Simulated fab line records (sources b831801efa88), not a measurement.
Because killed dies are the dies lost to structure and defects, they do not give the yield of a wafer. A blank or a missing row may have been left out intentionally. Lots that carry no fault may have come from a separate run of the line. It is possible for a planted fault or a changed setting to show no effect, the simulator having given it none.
Matching of chambers ; flow sky130 ; SKY_POLY_CUT_ETCH_10 on rieDiel-03: 4 sister chambers
The step etches BARC in N2/H2, stops on SiO2, time 45.9 s, target depth 60 nm. 27 wafers are shown with their chamber, then 12 later ones without.

== WAFERS, EACH WITH ITS CHAMBER ==
wafer;chamber;drypumpMotorCurrentA (A);rfFwdPowerW (W);oesProductAu (a.u.)
L074.1;1;5.99;495.8;0.855
L074.4;3;5.88;493.2;0.857
L074.5;1;5.98;497.5;0.855
L075.2;1;5.98;496.5;0.857
L075.3;2;5.64;493.8;0.854
L075.4;0;5.69;490.4;0.849
L076.4;3;5.90;492.6;0.851
L076.5;1;5.98;499.2;0.856
L076.6;2;5.62;494.7;0.864
L078.4;3;5.90;491.2;0.860
L078.5;1;5.99;497.3;0.855
L078.6;0;5.73;490.9;0.862
L081.1;0;5.71;493.9;0.857
L081.2;2;5.62;496.2;0.856
L081.6;3;5.90;493.3;0.856
L082.1;3;5.89;493.8;0.853
L082.2;2;5.61;494.9;0.857
L082.5;0;5.73;491.1;0.853
L085.1;3;5.91;494.6;0.851
L085.3;2;5.60;495.3;0.859
L085.4;0;5.72;492.3;0.850
L086.2;2;5.62;493.0;0.860
L086.3;3;5.87;493.6;0.853
L086.4;0;5.73;490.8;0.849
L088.1;1;5.97;493.6;0.851
L088.2;2;5.61;494.9;0.860
L088.5;2;5.61;493.9;0.866

SIGNATURES (averages over the wafers above)
reading;chamber 0;chamber 1;chamber 2;chamber 3;scatter within a chamber
drypumpMotorCurrentA;5.7183;5.9817;5.6162;5.8929;0.0127
rfFwdPowerW;491.567;496.650;494.587;493.186;1.32
oesProductAu;0.85333;0.85483;0.85950;0.85443;0.00383
Rule: distance of a wafer from a chamber = root of the sum over the readings of ((wafer's reading minus chamber's mean) / reading's scatter) squared. The wafer belongs to the nearest chamber; if the next one is less than 2 further off, it can't be placed. The scatter: the root of (the sum of the squares of (reading less its chamber's mean) over the shown wafers, divided by (wafers less chambers)).

== WAFERS WHOSE CHAMBER IS MISSING ==
wafer;drypumpMotorCurrentA (A);rfFwdPowerW (W);oesProductAu (a.u.)
L089.1;5.98;497.6;0.855
L089.4;5.98;495.7;0.849
L089.6;5.72;489.4;0.849
L091.1;5.98;495.0;0.857
L091.2;5.88;492.9;0.852
L091.5;6.00;495.2;0.855
L093.1;5.89;493.6;0.864
L093.2;5.98;496.4;0.855
L093.5;5.89;493.1;0.856
L094.1;5.97;495.9;0.852
L094.4;5.72;491.7;0.855
L094.5;5.61;495.6;0.857

== THE CHAMBER EACH PASSED THROUGH ==
wafer;from the rows above;in truth
L089.1;1;1
L089.4;1;1
L089.6;0;0
L091.1;1;1
L091.2;3;3
L091.5;1;1
L093.1;3;3
L093.2;1;1
L093.5;3;3
L094.1;1;1
L094.4;0;0
L094.5;2;2
Placed correctly: 12 of 12. Not placeable from these rows: 0. Wrongly placed: 0.
